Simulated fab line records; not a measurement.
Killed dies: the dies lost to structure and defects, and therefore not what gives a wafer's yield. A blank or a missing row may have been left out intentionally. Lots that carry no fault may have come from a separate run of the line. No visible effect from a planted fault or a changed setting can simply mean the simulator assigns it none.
Which tool did it? ; flow sky130 ; 14 lots with 42 wafers sampled at 3 steps, on a route of 708 steps

WHAT EACH GAUGE READ, for each wafer
SKY_SD_N_TW_MEAS_12.
lot;measured;on;SD_N_TW
L196;day 27 11:24;film metro-02;4008 3997 3995
L197;day 27 17:33;film metro-02;4011 4016 4022
L198;day 28 07:25;film metro-04;4020 4041 4013
L199;day 30 00:43;film metro-01;4009 4003 4004
L201;day 30 12:40;film metro-04;4090 4092 4109
L204;day 31 07:55;film metro-04;4077 4069 4074
L206;day 31 13:26;film metro-04;4052 4076 4054
L205;day 31 14:04;film metro-02;3984 3990 3996
L209;day 32 11:28;film metro-01;3993 3981 3964
L213;day 33 11:53;film metro-04;4055 4048 4042
L214;day 33 19:00;film metro-01;4015 4019 4027
L215;day 34 01:41;film metro-02;4051 4035 4027
L218;day 35 02:26;film metro-01;3944 3935 3942
L219;day 35 09:19;film metro-02;4029 4032 4046

SKY_SD_N_RS_MEAS_17: the measuring method here is four-point-probe.
lot;measured;on;SD_P_RS (ohm/sq)
L196;day 27 11:52;film metro-04;146.6 146.8 146.8
L197;day 27 17:58;film metro-01;147.2 146.8 146.8
L198;day 28 07:50;film metro-02;146.8 146.6 146.6
L199;day 30 01:09;film metro-01;147.5 147.1 147.0
L201;day 30 13:04;film metro-01;146.4 147.2 146.2
L204;day 31 08:20;film metro-01;147.7 147.0 147.6
L206;day 31 13:52;film metro-01;147.1 147.2 147.2
L205;day 31 14:29;film metro-01;146.9 147.4 147.5
L209;day 32 11:53;film metro-01;146.7 146.6 146.4
L213;day 33 12:17;film metro-02;148.0 147.8 147.3
L214;day 33 19:24;film metro-04;146.6 146.3 146.3
L215;day 34 02:05;film metro-01;146.6 146.6 146.6
L218;day 35 02:53;film metro-02;147.1 147.2 147.0
L219;day 35 09:43;film metro-04;147.0 147.0 147.3

SKY_LI_CONTACT_CD_MEAS_12: the cd target is 170 nm.
lot;measured;on;cd nm (nm)
L196;day 28 17:34;cd sem-02;171.8 171.9 171.2
L197;day 28 22:20;cd sem-02;168.9 169.6 169.1
L198;day 29 13:08;cd sem-01;171.7 172.4 169.4
L199;day 31 06:07;cd sem-01;169.3 168.8 168.6
L201;day 31 17:14;cd sem-01;169.8 170.5 170.4
L204;day 32 12:22;cd sem-01;173.1 172.4 172.3
L206;day 32 17:39;cd sem-01;172.4 171.9 173.6
L205;day 32 18:00;cd sem-02;170.9 170.9 170.0
L209;day 33 14:41;cd sem-01;171.2 172.0 171.7
L213;day 34 15:31;cd sem-02;169.1 168.9 169.4
L214;day 34 22:13;cd sem-01;168.1 170.1 169.6
L215;day 35 04:31;cd sem-01;166.7 168.5 169.6
L218;day 36 05:38;cd sem-01;169.4 169.4 169.6
L219;day 36 12:40;cd sem-02;171.4 169.9 171.3

WHAT TOOL EACH LOT RAN ON (gives the tool, then ch and the chambers of the sampled wafers, and finally the start)
Before these readings, the record contains no process step.

WHAT THE TOOLS THEMSELVES READ (means of the sampled wafers that have a number; where no wafer has one, the mark that the record gives instead)
The record holds no such reading with a usual standard deviation.

THE ANSWER, worked out from the rows above alone
Rule: usual is defined by the lots themselves. The widest of any qualifying gaps counts: lots, ordered by their means at a reading, are off when they make up no more than a third of the lots, leave a main group of 4 or more, and stand apart from it by 3 or more times the standard deviation of that group's means. A main group is skipped when, at the precision printed for the reading in the tables above, its means are all equal. Also off: a lot with no number at a reading for which 4 or more lots have one. The other lots that the step has rows for count as sound. The gauges are gone through in route order, then the tools' own readings, and for those a lot's mean is taken as printed above. The first step at which some lot is off is used, and at that step the reading that is off furthest; a lot without a number counts as furthest.
No lot is off on any of the readings shown, so nothing can be concluded from this.

WHAT THE SIMULATOR HAD PUT IN
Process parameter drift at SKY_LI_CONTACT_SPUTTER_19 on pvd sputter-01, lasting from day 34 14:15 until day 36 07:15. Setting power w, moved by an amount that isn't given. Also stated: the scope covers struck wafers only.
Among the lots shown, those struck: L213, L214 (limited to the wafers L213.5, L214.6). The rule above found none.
